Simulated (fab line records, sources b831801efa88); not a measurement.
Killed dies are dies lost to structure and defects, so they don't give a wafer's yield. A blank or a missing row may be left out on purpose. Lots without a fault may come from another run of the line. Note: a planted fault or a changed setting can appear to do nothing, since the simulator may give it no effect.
Comparing a struck lot with a sound one || flow gf180mcu || 17 steps out of a route of 602
Sound: these wafers, L922.1, L922.4, L922.6. Wafers L935.1, L935.3, L935.4 were the ones struck. At the end, the cause is stated.
Each step with rows lists, per side, the tool, then ch with its chambers, then its first start. Under that, the readings that differ: sound wafers || struck wafers || difference of the means || sigmas: that difference in standard deviations of wafers without a fault.
alike: readings whose means differ by less than 2 such deviations, and words and numbers that are the same on both sides. not compared: withheld readings, readings that some wafer has no value for, bounds like >300 that may hide the same value, and numbers for which the record gives no deviation and whose values overlap.
A row with sigmas, a row that says differs or no value, or rows on one side alone: a step with any of these is where the two part. When numbers do not overlap yet have no deviation, they are printed without sigmas and do not part them. A reading missing from all wafers of one side parts the sides only when that side holds two or more wafers.

GF_STI_ETCH_14: etches Si in HBr/Cl2/O2, target depth 360 nm, time 102.9 s.
  sound on rie_si-02 ch 0,2,3, day 3 08:30; struck on rie_si-01 ch 1,2,3, day 6 05:14
  alike: HBr_flow_sccm, O2_flow_sccm, drypump_motor_current_A, oes_product_au, throttle_valve_pct
  not compared: rf_hours_counter_h
GF_STI_STRIP_15: strips in O2/N2.
  sound on plasma_asher-02 ch 1, day 3 08:35; struck on plasma_asher-04 ch 0,1, day 6 05:19
  alike: drypump_motor_current_A, heater_power_w, oes_product_au, strip_time_to_endpoint_s
  not compared: rf_hours_counter_h
then, 6 steps without rows for these wafers: GF_STI_CLEAN_16 (cleans in dHF, time 25 s); GF_STI_WET_ETCH_17 (etches Si3N4 in H3PO4, target depth 45 nm, time 514 s); GF_STI_CLEAN_18 (cleans in SC1/SC2, time 150 s); GF_STI_CLEAN_19 (cleans in dHF, time 20 s); GF_STI_WET_ETCH_20 (etches SiO2 in dHF, target depth 20 nm, time 400 s); GF_STI_OXIDATION_21 (stabilise 600 s, purge 300 s, target thk 15 nm).
GF_STI_THK_MEAS_22:
  struck on film_metro-04, day 6 07:38; sound on film_metro-01, day 3 13:18
  alike: STI_OXIDATION_01_THK
then, 1 step without rows for these wafers: GF_STI_CVD_23 (deposits SiO2, target thk 650 nm, time 108.3 s).
GF_STI_THK_MEAS_24:
  struck on film_metro-03, day 6 07:47; sound on film_metro-03, day 3 13:26
{"reading": "STI_CVD_23_THK (nm)", "sound": "651 656 653", "struck": "629 629 640", "difference": -21, "sigmas": -3}
GF_STI_CMP_25: polishes, stops on Si3N4, t overpolish 33 s, target thk 524.6 nm.
  sound on cmp-02 ch 0,1,3, day 3 13:29; struck on cmp-02 ch 0,2,3, day 6 07:53
  alike: motor_current_A, overpolish_run_s, time_to_endpoint_s
GF_STI_WET_ETCH_26: etches SiO2 in dHF, target depth 94 nm, time 188 s.
  sound on wet_bench-04 ch 2, day 3 13:47; struck on wet_bench-03 ch 1, day 6 08:08
  no value came back on the struck wafers for bath_heat_duty_pct (%), run_length_s (s); on the sound wafers bath_heat_duty_pct (%) reads 6.3 5.5 5.8
{"reading": "model.SiO2_of_STI_CVD_23.thk_nm (nm)", "sound": "429.5 428.3 428.2", "struck": "521.1 524.4 522.4", "difference": "+94.0", "sigmas": ""}
  not compared: model.Si3N4_of_STI_CVD_03.thk_nm
then, 1 step without rows for these wafers: GF_STI_WET_ETCH_27 (etches Si3N4 in H3PO4, target depth 160 nm, time 1825 s).
GF_STI_WET_ETCH_28: etches SiO2 in dHF, target depth 20 nm, time 40 s.
  sound on wet_bench-03 ch 0, day 3 14:22; struck on wet_bench-03 ch 0, day 6 08:47
{"reading": "run_length_s (s)", "sound": "65.5 65.5 65.5", "struck": "72.3 72.3 72.3", "difference": "+6.8", "sigmas": "+3"}
{"reading": "model.SiO2_of_STI_CVD_23.thk_nm (nm)", "sound": "401.5 400.1 400.1", "struck": "493.2 496.7 494.7", "difference": "+94.3", "sigmas": ""}
  alike: bath_heat_duty_pct
then, 1 step without rows for these wafers: GF_STI_OXIDATION_29 (stabilise 600 s, purge 300 s, target thk 10 nm).
-- the record jumps here: 28 days lie between the struck wafers' starts before and after (it left off in module STI and takes up again in module PASSIVATION, whose first step shown is number 602 of the route) --
GF_PASSIVATION_PROBE_99:
  only the struck wafers here have rows in the record (prober-01, day 34 08:09); the sound ones have none

## WHERE THEY PART
Last at GF_PASSIVATION_PROBE_99 as far as this record goes, first at GF_STI_THK_MEAS_24.

WHY: the cause the simulator had injected
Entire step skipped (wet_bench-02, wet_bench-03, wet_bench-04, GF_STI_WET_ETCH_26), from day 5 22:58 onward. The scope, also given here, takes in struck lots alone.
